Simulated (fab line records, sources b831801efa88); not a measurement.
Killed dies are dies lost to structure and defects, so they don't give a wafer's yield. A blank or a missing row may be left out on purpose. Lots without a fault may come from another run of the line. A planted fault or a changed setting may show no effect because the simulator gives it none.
fab line records | flow gf180mcu
record lots=5 wafers=15 last_day=32
route steps=602 shown M1@317 V1@335
lots that met no fault: from a run of the same line without faults
start_h: hours from the record's first day to the start of the lot's first wafer shown | wait_h: hours since the lot's step before | " the same as in the row above | L1.1+2: a row that stands for several wafers | - no value, or no start given | * or withheld: withheld | < > ~ a bound
route shown NAME@n: a module of which the file shows steps, and the number in the route of the first | usual: mean/standard deviation of fault-free wafers | same: alike in all rows | chamber/n: place in a boat | sites: the reading at each site | _std_site: their standard deviation | _edge_site: outer sites' mean less inner sites' | radius_mm: how far each site lies from the wafer's centre | mask NAME#n: copy n | behind: the tool/chamber that last shaped the wafer | hold: why the lot was held/for how many hours/how that ended | device: the transistor (n, p or np) that didn't switch | end of line: the same wafers' tests at the end of the route | a step without rows: its recipe alone | killed: dies lost to structure and defects at the first sort, not the wafer's yield | map: a wafer's dies, x killed, . not, _ none there
set.NAME: the setting as run; set.NAME@STEP: as run at that earlier step | model.NAME: the simulator's own value behind a step, which no gauge read
lots at some steps of the route; a table a step, a row a wafer
services: from which hour (start_h, from the record's first day; less than 0 if before it) a tool's chamber was out of use, for how many hours, and why
## steps
# step GF_M1_SPUTTER_02
# recipe material=AlCu target_thk_nm=450 power_w=10600 time_s=23.9 chamber_pressure_pa=0.4
# usual throttle_valve_pct=30.2/1.1
# columns lot.wafer tool chamber start_h wait_h throttle_valve_pct
L077.1 pvd_sputter-03 - 394.86 0.0 29.7
L077.2 " - " " 30.3
L077.4 " - " " 30.9
L078.1 pvd_sputter-03 - 409.67 0.0 29.6
L078.5 " - " " 29.6
L078.6 " - " " 30.9
L082.4 pvd_sputter-04 - 437.13 0.0 29.7
L082.5 " - " " 27.8
L082.6 " - " " 29.4
L085.2 pvd_sputter-04 - 473.78 0.0 27.8
L085.5 " - " " 32.4
L085.6 " - " " 31.9
L089.3 pvd_sputter-04 - 498.01 0.0 29.5
L089.4 " - " " 32.1
L089.5 " - " " 29.1
# step GF_M1_SPUTTER_03
# recipe material=Ti target_thk_nm=10 substrate_temp_c=300 chamber_pressure_pa=0.3 power_w=3000 time_s=6.7
# usual substrate_temp_c=300.02/0.21 throttle_valve_pct=30.2/1.1
# columns lot.wafer tool chamber start_h wait_h substrate_temp_c throttle_valve_pct
L077.1 pvd_sputter-03 - 394.89 0.0 300.09 29.5
L077.2 " - " " 300.14 30.1
L077.4 " - " " 300.49 30.9
L078.1 pvd_sputter-03 - 409.70 0.0 299.96 29.4
L078.5 " - " " 299.88 29.8
L078.6 " - " " 299.91 30.7
L082.4 pvd_sputter-04 - 437.16 0.0 300.11 29.4
L082.5 " - " " 300.07 27.7
L082.6 " - " " 300.15 29.4
L085.2 pvd_sputter-04 - 473.81 0.0 300.04 28.0
L085.5 " - " " 299.78 32.7
L085.6 " - " " 299.90 32.1
L089.3 pvd_sputter-04 - 498.04 0.0 299.88 29.7
L089.4 " - " " 299.89 32.0
L089.5 " - " " 299.96 29.4
# step GF_M1_SPUTTER_04
# recipe material=TiN target_thk_nm=50 power_w=6500 time_s=41.7 chamber_pressure_pa=0.4
# usual throttle_valve_pct=30.2/1.1
# columns lot.wafer tool chamber start_h wait_h throttle_valve_pct
L077.1 pvd_sputter-03 - 394.91 0.0 29.6
L077.2 " - " " 30.2
L077.4 " - " " 31.1
L078.1 pvd_sputter-03 - 409.72 0.0 29.7
L078.5 " - " " 29.6
L078.6 " - " " 30.9
L082.4 pvd_sputter-04 - 437.18 0.0 29.5
L082.5 " - " " 27.6
L082.6 " - " " 29.6
L085.2 pvd_sputter-04 - 473.83 0.0 27.7
L085.5 " - " " 32.3
L085.6 " - " " 32.1
L089.3 pvd_sputter-04 - 498.06 0.0 29.3
L089.4 " - " " 32.0
L089.5 " - " " 29.5
# step GF_M1_RS_MEAS_05
# recipe thk_meas_gauge=four-point-probe reads=TiN_of_M1_SPUTTER_04+Ti_of_M1_SPUTTER_03+AlCu_of_M1_SPUTTER_02+TiN_of_M1_SPUTTER_01+Ti_of_M1_SPUTTER_00
# usual M1_ALCU_RS=0.0699/0.00078
# columns lot.wafer tool chamber start_h wait_h M1_ALCU_RS[ohm/sq]
L077.1 film_metro-04 - 394.95 0.0 0.0697
L077.2 " - " " 0.0702
L077.4 " - " " 0.0683
L078.1 film_metro-04 - 409.76 0.0 0.0711
L078.5 " - " " 0.0709
L078.6 " - " " 0.0705
L082.4 film_metro-03 - 437.28 0.1 0.0697
L082.5 " - " " 0.0693
L082.6 " - " " 0.0697
L085.2 film_metro-04 - 473.89 0.0 0.0699
L085.5 " - " " 0.0691
L085.6 " - " " 0.0693
L089.3 film_metro-02 - 498.14 0.1 0.0685
L089.4 " - " " 0.0687
L089.5 " - " " 0.0687
# step GF_M1_THK_MEAS_06
# recipe thk_meas_gauge=xrf reads=AlCu_of_M1_SPUTTER_02
# usual M1_ALCU_THK=447/5.3
# columns lot.wafer tool chamber start_h wait_h M1_ALCU_THK[nm]
L077.1 film_metro-04 - 395.07 0.1 450
L077.2 " - " " 446
L077.4 " - " " 458
L078.1 film_metro-04 - 409.88 0.1 437
L078.5 " - " " 439
L078.6 " - " " 440
L082.4 film_metro-03 - 437.37 0.1 448
L082.5 " - " " 449
L082.6 " - " " 448
L085.2 film_metro-04 - 474.00 0.1 450
L085.5 " - " " 452
L085.6 " - " " 450
L089.3 film_metro-02 - 498.24 0.1 458
L089.4 " - " " 452
L089.5 " - " " 454
# step GF_M1_DEHYDRATE_07
# recipe temp_c=200 time_s=60
# columns lot.wafer tool chamber start_h wait_h
L077.1+2+4 litho_track-03 0 406.23 11.2
L078.1+5+6 litho_track-03 0 420.78 10.9
L082.4+5+6 litho_track-04 0 448.55 11.2
L085.2+5+6 litho_track-02 0 485.84 11.8
L089.3+4+5 litho_track-02 0 509.52 11.3
# step GF_M1_HMDS_08
# recipe prime_time_s=60 prime_temp_c=120
# columns lot.wafer tool chamber start_h wait_h
L077.1+2+4 litho_track-03 0 406.38 0.1
L078.1+5+6 litho_track-03 0 420.93 0.1
L082.4+5+6 litho_track-04 0 448.70 0.1
L085.2+5+6 litho_track-02 0 485.99 0.1
L089.3+4+5 litho_track-02 0 509.67 0.1
# step GF_M1_COAT_09
# recipe resist=KrF spin_rpm=withheld resist_thk_nm=1000
# columns lot.wafer tool chamber start_h wait_h
L077.1+2+4 litho_track-03 0 406.53 0.1
L078.1+5+6 litho_track-03 0 421.08 0.1
L082.4+5+6 litho_track-04 0 448.85 0.1
L085.2+5+6 litho_track-02 0 486.14 0.1
L089.3+4+5 litho_track-02 0 509.82 0.1
# step GF_M1_SOFTBAKE_10
# recipe temp_c=130 time_s=60 resist=KrF
# columns lot.wafer tool chamber start_h wait_h
L077.1+2+4 litho_track-03 0 406.68 0.1
L078.1+5+6 litho_track-03 0 421.23 0.1
L082.4+5+6 litho_track-04 0 449.00 0.1
L085.2+5+6 litho_track-02 0 486.29 0.1
L089.3+4+5 litho_track-02 0 509.97 0.1
# step GF_M1_EXPOSE_11
# recipe mask_id=Metal1 target_cd_nm=230 na=0.68 source_shape=conventional sigma_outer=0.6 dose_mj=28
# columns lot.wafer tool chamber start_h wait_h mask
L077.1+2+4 krf_scanner-02 0 - - Metal1#0
L078.1+5+6 krf_scanner-02 0 - - Metal1#0
L082.4+5+6 krf_scanner-01 0 - - Metal1#0
L085.2+5+6 krf_scanner-01 0 - - Metal1#0
L089.3+4+5 krf_scanner-02 0 - - Metal1#0
# step GF_M1_PEB_12
# recipe peb_temp_c=135 peb_time_s=90 resist=KrF
# columns lot.wafer tool chamber start_h wait_h
L077.1+2+4 litho_track-04 0 - -
L078.1+5+6 litho_track-03 0 - -
L082.4+5+6 litho_track-03 0 - -
L085.2+5+6 litho_track-03 0 - -
L089.3+4+5 litho_track-03 0 - -
# step GF_M1_DEVELOP_13
# recipe develop_time_s=60 dev_temp_c=21
# columns lot.wafer tool chamber start_h wait_h
L077.1+2+4 litho_track-04 0 417.93 0.2
L078.1+5+6 litho_track-03 0 433.23 0.2
L082.4+5+6 litho_track-03 0 461.66 0.1
L085.2+5+6 litho_track-03 0 496.81 0.2
L089.3+4+5 litho_track-03 0 521.28 0.1
# step GF_M1_CD_MEAS_14
# recipe target_cd_nm=230
# usual cd_nm=230.1/1.2
# columns lot.wafer tool chamber start_h wait_h cd_nm
L077.1 cd_sem-01 - 418.08 0.1 229.5
L077.2 " - " " 230.2
L077.4 " - " " 231.5
L078.1 cd_sem-02 - 433.38 0.1 228.9
L078.5 " - " " 230.3
L078.6 " - " " 229.8
L082.4 cd_sem-01 - 461.79 0.1 229.5
L082.5 " - " " 228.0
L082.6 " - " " 229.2
L085.2 cd_sem-02 - 496.95 0.1 229.2
L085.5 " - " " 229.5
L085.6 " - " " 228.9
L089.3 cd_sem-02 - 521.42 0.1 232.1
L089.4 " - " " 231.2
L089.5 " - " " 231.4
# step GF_M1_OVL_MEAS_15
# usual M1_OVL=-1/5.4
# columns lot.wafer tool chamber start_h wait_h M1_OVL[nm]
L077.1 overlay-01 - 418.20 0.1 -2
L077.2 " - " " 0
L077.4 " - " " 4
L078.1 overlay-01 - 433.50 0.1 -4
L078.5 " - " " 1
L078.6 " - " " 5
L082.4 overlay-02 - 461.87 0.1 -4
L082.5 " - " " -8
L082.6 " - " " -6
L085.2 overlay-01 - 497.06 0.1 -12
L085.5 " - " " -3
L085.6 " - " " -2
L089.3 overlay-01 - 521.51 0.1 -10
L089.4 " - " " -3
L089.5 " - " " -8
# step GF_M1_METAL_ETCH_16
# recipe chemistry=Cl2/BCl3 mask_material=KrF target_depth_nm=627.5 stop_on=SiO2 pressure_mtorr=8 icp_w=800 bias_w=140 Cl2_flow_sccm=80 bcl3_flow_sccm=40 time_s=104.6
# usual drypump_motor_current_A=5.9/0.38 oes_product_au=0.970/0.0063 rf_fwd_power_W=795.3/2.6 throttle_valve_pct=28.251/0.01
# columns lot.wafer tool chamber start_h wait_h drypump_motor_current_A oes_product_au rf_fwd_power_W rf_hours_counter_h throttle_valve_pct
L077.1 rie_metal-01 1 418.23 0.0 6.1 0.971 797.3 10 28.242
L077.2 " 0 " " 6.2 0.973 794.8 3 28.260
L077.4 " 1 " " 6.1 0.985 795.6 - 28.242
L078.1 rie_metal-01 0 433.54 0.0 6.2 0.964 795.2 3 28.251
L078.5 " 0 " " 6.2 0.961 795.8 - 28.245
L078.6 " 1 " " 6.1 0.962 792.3 - 28.248
L082.4 rie_metal-03 1 461.93 0.0 5.5 0.971 790.7 - 28.244
L082.5 " 1 " " 5.5 0.974 792.7 - 28.247
L082.6 " 0 " " 5.0 0.974 795.6 - 28.243
L085.2 rie_metal-03 1 497.09 0.0 5.5 0.979 796.1 10 28.242
L085.5 " 1 " " 5.5 0.978 797.2 - 28.242
L085.6 " 0 " " 5.0 0.968 802.3 - 28.235
L089.3 rie_metal-04 0 521.61 0.1 6.2 0.978 798.6 - 28.237
L089.4 " 0 " " 6.2 0.976 797.3 - 28.236
L089.5 " 0 " " 6.2 0.979 799.5 - 28.250
# step GF_M1_STRIP_17
# recipe chemistry=O2/N2 power_w=1400 pressure_mtorr=1500 platen_temp_c=250 o2_flow_sccm=3000 n2_flow_sccm=300 overash_fraction=0.5
# usual drypump_motor_current_A=5.5/0.42 heater_power_w=328/27 n2_flow_sccm=300.0/0.88 oes_product_au=0.557/0.0048 platen_temp_c=249.99/0.17 strip_time_to_endpoint_s=7.86/0.038
# columns lot.wafer tool chamber start_h wait_h drypump_motor_current_A heater_power_w n2_flow_sccm oes_product_au platen_temp_c rf_hours_counter_h strip_time_to_endpoint_s
L077.1 plasma_asher-04 0 418.34 0.1 5.9 293 300.2 0.564 250.17 62 7.75
L077.2 " 1 " " 6.0 381 300.3 0.552 250.09 62 7.76
L077.4 " 1 " " 6.0 375 300.2 0.546 249.98 - 7.78
L078.1 plasma_asher-03 0 433.65 0.1 4.8 330 300.0 0.556 249.84 83 7.85
L078.5 " 0 " " 4.8 339 300.0 0.557 249.74 - 7.80
L078.6 " 1 " " 5.8 342 299.5 0.555 249.89 - 7.84
L082.4 plasma_asher-01 0 462.03 0.1 5.7 338 299.9 0.558 249.83 - 7.85
L082.5 " 1 " " 5.4 302 300.6 0.558 250.05 - 7.87
L082.6 " 0 " " 5.7 356 301.1 0.562 249.78 - 7.89
L085.2 plasma_asher-01 1 497.20 0.1 5.4 302 300.3 0.565 250.07 39 7.83
L085.5 " 1 " " 5.4 298 298.9 0.560 250.04 - 7.84
L085.6 " 0 " " 5.7 342 299.5 0.547 250.23 - 7.85
L089.3 plasma_asher-03 1 521.80 0.1 5.8 328 299.4 0.568 250.08 - 7.87
L089.4 " 0 " " 4.8 336 299.1 0.552 249.77 - 7.88
L089.5 " 0 " " 4.8 322 300.3 0.555 249.92 - 7.85
# step GF_M1_STRIP_18
# recipe chemistry=post_etch_residue_remover time_s=1200 temp_c=72.5
# columns lot.wafer tool chamber start_h wait_h
L077.1+2+4 wet_bench-03 1 418.44 0.1
L078.1+5+6 wet_bench-03 2 433.75 0.1
L082.4+5+6 wet_bench-03 3 462.10 0.0
L085.2+5+6 wet_bench-04 3 497.30 0.1
L089.3+4+5 wet_bench-01 0 521.86 0.0
# step GF_M1_CLEAN_19
# recipe chemistry=DIW dry=n2_spin
# columns lot.wafer tool chamber start_h wait_h
L077.1+2+4 wet_bench-04 1 418.82 0.0
L078.1+5+6 wet_bench-03 2 434.09 0.0
L082.4+5+6 wet_bench-01 3 462.44 0.0
L085.2+5+6 wet_bench-03 1 497.64 0.0
L089.3+4+5 wet_bench-03 1 522.20 0.0
# step GF_V1_CVD_00
# recipe material=SiO2 target_thk_nm=600 sigma_open_frac=0.3 temp_c=400 time_s=100 sih4_flow_sccm=60 pressure_mtorr=6
# columns lot.wafer tool chamber start_h wait_h
L077.1+2+4 hdpcvd-02 1,2,1 418.91 0.0
L078.1+5+6 hdpcvd-01 2,1,0 434.18 0.0
L082.4+5+6 hdpcvd-01 2,1,0 462.57 0.0
L085.2+5+6 hdpcvd-02 0,1,2 497.73 0.0
L089.3+4+5 hdpcvd-01 1,0,1 522.30 0.0
# step GF_V1_THK_MEAS_01
# recipe reads=SiO2_of_V1_CVD_00
# usual V1_CVD_00_THK=601/5.5
# columns lot.wafer tool chamber start_h wait_h V1_CVD_00_THK[nm]
L077.1 film_metro-01 - 418.98 0.0 598
L077.2 " - " " 604
L077.4 " - " " 603
L078.1 film_metro-04 - 434.26 0.0 601
L078.5 " - " " 601
L078.6 " - " " 602
L082.4 film_metro-02 - 462.64 0.0 602
L082.5 " - " " 595
L082.6 " - " " 604
L085.2 film_metro-02 - 497.82 0.0 600
L085.5 " - " " 599
L085.6 " - " " 600
L089.3 film_metro-02 - 522.40 0.1 597
L089.4 " - " " 606
L089.5 " - " " 612
# step GF_V1_CVD_02
# recipe material=SiO2 target_thk_nm=850 precursor=TEOS temp_c=400 time_s=94.851 rf_w=600
# usual heater_power_w=654/98 rf_fwd_power_W=596.8/1.9
# columns lot.wafer tool chamber start_h wait_h heater_power_w rf_fwd_power_W
L077.1 pecvd-03 2 419.04 0.1 630 598.9
L077.2 " 1 " " 713 594.0
L077.4 " 2 " " 670 598.9
L078.1 pecvd-01 0 434.32 0.1 616 595.7
L078.5 " 1 " " 453 597.1
L078.6 " 0 " " 496 595.8
L082.4 pecvd-03 2 462.70 0.1 550 598.3
L082.5 " 1 " " 585 596.4
L082.6 " 0 " " 824 593.6
L085.2 pecvd-02 2 497.87 0.0 497 598.0
L085.5 " 1 " " 709 599.2
L085.6 " 0 " " 604 595.6
L089.3 pecvd-03 1 522.44 0.0 737 595.5
L089.4 " 2 " " 619 598.9
L089.5 " 1 " " 755 597.3
# step GF_V1_THK_MEAS_03
# recipe reads=SiO2_of_V1_CVD_02
# usual V1_CVD_02_THK=847/10
# columns lot.wafer tool chamber start_h wait_h V1_CVD_02_THK[nm]
L077.1 film_metro-02 - 419.11 0.0 835
L077.2 " - " " 843
L077.4 " - " " 855
L078.1 film_metro-01 - 434.39 0.0 830
L078.5 " - " " 851
L078.6 " - " " 847
L082.4 film_metro-02 - 462.77 0.0 876
L082.5 " - " " 866
L082.6 " - " " 865
L085.2 film_metro-02 - 497.95 0.0 839
L085.5 " - " " 862
L085.6 " - " " 855
L089.3 film_metro-04 - 522.53 0.1 837
L089.4 " - " " 852
L089.5 " - " " 844
# step GF_V1_CMP_04
# recipe material=SiO2 down_force_psi=4 platen_rpm=60 pad_velocity_m_s=0.94248
# usual motor_current_A=12.1/0.97 slurry_flow_ml_min=150.0/0.38 time_to_endpoint_s=79/5
# columns lot.wafer tool chamber start_h wait_h motor_current_A slurry_flow_ml_min time_to_endpoint_s
L077.1 cmp-02 0 419.17 0.1 10.8 150.5 73
L077.4 " 1 " " 9.8 149.6 79
L077.2 " 3 " " 12.6 149.0 76
L078.1 cmp-02 2 434.55 0.1 11.4 149.9 72
L078.5 " 0 " " 11.4 149.8 80
L078.6 " 1 " " 10.1 150.1 81
L082.4 cmp-01 0 462.80 0.0 13.4 149.9 87
L082.5 " 0 " " 13.3 150.1 86
L082.6 " 1 " " 13.1 149.6 85
L085.2 cmp-01 2 498.10 0.1 12.1 150.2 70
L085.5 " 0 " " 13.7 149.9 81
L085.6 " 1 " " 12.3 150.6 80
L089.3 cmp-01 3 522.67 0.1 12.6 150.2 73
L089.4 " 0 " " 14.0 150.3 83
L089.5 " 1 " " 12.6 150.1 76
# step GF_V1_BOW_MEAS_05
# recipe mode=bow
# usual V1_BOW=81/7.5
# columns lot.wafer tool chamber start_h wait_h V1_BOW[um]
L077.1 film_metro-01 - 419.47 0.2 83
L077.2 " - " " 82
L077.4 " - " " 86
L078.1 film_metro-04 - 434.75 0.1 96
L078.5 " - " " 75
L078.6 " - " " 73
L082.4 film_metro-01 - 463.16 0.3 83
L082.5 " - " " 74
L082.6 " - " " 72
L085.2 film_metro-01 - 498.32 0.2 83
L085.5 " - " " 75
L085.6 " - " " 87
L089.3 film_metro-04 - 522.91 0.2 96
L089.4 " - " " 94
L089.5 " - " " 78
# step GF_V1_DEHYDRATE_06
# recipe temp_c=200 time_s=60
# columns lot.wafer tool chamber start_h wait_h
L077.1+2+4 litho_track-01 0 431.31 11.8
L078.1+5+6 litho_track-03 0 445.58 10.8
L082.4+5+6 litho_track-03 0 474.71 11.5
L085.2+5+6 litho_track-01 0 510.09 11.8
L089.3+4+5 litho_track-01 0 533.51 10.6
# step GF_V1_HMDS_07
# recipe prime_time_s=60 prime_temp_c=120
# columns lot.wafer tool chamber start_h wait_h
L077.1+2+4 litho_track-01 0 431.46 0.1
L078.1+5+6 litho_track-03 0 445.73 0.1
L082.4+5+6 litho_track-03 0 474.86 0.1
L085.2+5+6 litho_track-01 0 510.24 0.1
L089.3+4+5 litho_track-01 0 533.66 0.1
# step GF_V1_COAT_08
# recipe resist=BARC temp_c=withheld time_s=withheld spin_rpm=withheld resist_thk_nm=withheld
# columns lot.wafer tool chamber start_h wait_h
L077.1+2+4 litho_track-01 0 431.61 0.1
L078.1+5+6 litho_track-03 0 445.88 0.1
L082.4+5+6 litho_track-03 0 475.01 0.1
L085.2+5+6 litho_track-01 0 510.39 0.1
L089.3+4+5 litho_track-01 0 533.81 0.1
# step GF_V1_COAT_09
# recipe resist=KrF spin_rpm=withheld resist_thk_nm=1000
# columns lot.wafer tool chamber start_h wait_h
L077.1+2+4 litho_track-01 0 - -
L078.1+5+6 litho_track-03 0 - -
L082.4+5+6 litho_track-03 0 - -
L085.2+5+6 litho_track-01 0 - -
L089.3+4+5 litho_track-01 0 - -
# step GF_V1_SOFTBAKE_10
# recipe temp_c=130 time_s=60 resist=KrF
# columns lot.wafer tool chamber start_h wait_h
L077.1+2+4 litho_track-01 0 - -
L078.1+5+6 litho_track-03 0 - -
L082.4+5+6 litho_track-03 0 - -
L085.2+5+6 litho_track-01 0 - -
L089.3+4+5 litho_track-01 0 - -
# step GF_V1_EXPOSE_11
# recipe mask_id=Via1 target_cd_nm=260 na=0.68 source_shape=conventional sigma_outer=0.6 dose_mj=38
# columns lot.wafer tool chamber start_h wait_h mask
L077.1+2+4 krf_scanner-02 0 - - Via1#0
L078.1+5+6 krf_scanner-01 0 - - Via1#0
L082.4+5+6 krf_scanner-02 0 - - Via1#0
L085.2+5+6 krf_scanner-01 0 - - Via1#0
L089.3+4+5 krf_scanner-02 0 - - Via1#0
# step GF_V1_PEB_12
# recipe peb_temp_c=135 peb_time_s=90 resist=KrF
# columns lot.wafer tool chamber start_h wait_h
L077.1+2+4 litho_track-01 0 - -
L078.1+5+6 litho_track-04 0 - -
L082.4+5+6 litho_track-04 0 - -
L085.2+5+6 litho_track-03 0 - -
L089.3+4+5 litho_track-03 0 - -
## services
# columns tool chamber start_h hours kind
krf_scanner-02 - 395.34 0.3 repair
cmp-01 - 404.00 4.0 pm
pvd_sputter-03 - 412.81 4.5 repair
krf_scanner-01 - 418.78 21.0 pm
pvd_sputter-04 - 423.87 2.7 repair
pecvd-03 - 428.45 1.1 repair
krf_scanner-02 - 435.86 6.1 repair
krf_scanner-01 - 442.09 1.0 pm
krf_scanner-01 - 443.09 0.8 pm
krf_scanner-02 - 443.84 1.0 pm
krf_scanner-02 - 444.84 4.4 pm
pecvd-03 2 446.50 2.3 repair
krf_scanner-02 - 449.22 0.8 pm
krf_scanner-02 - 449.97 1.3 pm
pvd_sputter-03 - 455.78 3.9 repair
krf_scanner-01 - 461.97 11.6 pm
krf_scanner-01 - 473.52 4.4 pm
krf_scanner-01 - 492.30 1.3 pm
pvd_sputter-03 - 494.54 2.9 repair
cmp-01 - 515.96 1.5 repair
pecvd-03 - 518.53 1.2 repair
krf_scanner-01 - 526.95 2.8 repair
pvd_sputter-03 - 534.30 2.5 repair
krf_scanner-02 - 537.98 0.2 repair
## key
fault none
